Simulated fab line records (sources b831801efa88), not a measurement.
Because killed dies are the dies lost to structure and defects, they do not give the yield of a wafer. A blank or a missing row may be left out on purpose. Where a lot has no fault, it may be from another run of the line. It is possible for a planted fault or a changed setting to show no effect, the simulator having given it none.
Matching of chambers ; flow sky130 ; pecvd-02 running SKY_CAPM_CVD_00: 3 sister chambers
The step deposits SiO2, target thk 15.5 nm. 14 wafers are shown with their chamber, then 7 later ones without.

WAFERS WITH THEIR CHAMBER
wafer;chamber;heater_power_w (W);susceptor_temp_C (C)
L077.1;2;694;400.34
L077.2;1;802;400.17
L077.4;0;591;399.88
L079.1;2;631;399.85
L079.4;2;640;399.79
L079.5;1;720;400.26
L086.2;0;565;399.81
L086.4;1;806;399.96
L086.5;0;576;399.97
L093.2;1;730;399.82
L093.3;2;704;399.90
L093.5;0;571;400.00
L094.1;2;625;400.17
L094.3;0;571;399.75

SIGNATURES (means of the wafers above)
reading;chamber 0;chamber 1;chamber 2;scatter within a chamber
heater_power_w;574.80;764.50;658.80;33.4
susceptor_temp_C;399.8820;400.0525;400.0100;0.187
Rule: distance of a wafer from a chamber = root of the sum over the readings of ((wafer's reading minus chamber's mean) / reading's scatter) squared. If the next closest chamber is less than 2 further off than the closest, the wafer can't be placed; otherwise it belongs to the closest. The scatter: take each reading less its chamber's mean, square it, sum over the shown wafers, divide by the number of wafers less the number of chambers, and take the root.

WAFERS MISSING THEIR CHAMBER
wafer;heater_power_w (W);susceptor_temp_C (C)
L094.6;725;399.67
L095.1;727;400.24
L095.4;730;400.53
L095.5;576;400.10
L097.1;688;400.31
L097.3;525;399.80
L097.5;540;400.22

WHICH CHAMBER EACH WENT THROUGH
wafer;from the rows above;in truth
L094.6;can't be placed: 1 or 2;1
L095.1;can't be placed: 1 or 2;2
L095.4;can't be placed: 1 or 2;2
L095.5;can't be placed: 0 or 2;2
L097.1;can't be placed: 2 or 1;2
L097.3;0;0
L097.5;can't be placed: 0 or 2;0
Correctly placed: 1 of 7. Cannot be placed on the basis of these rows: 6; the candidates contain the true chamber in 6. Placed wrongly: 0.
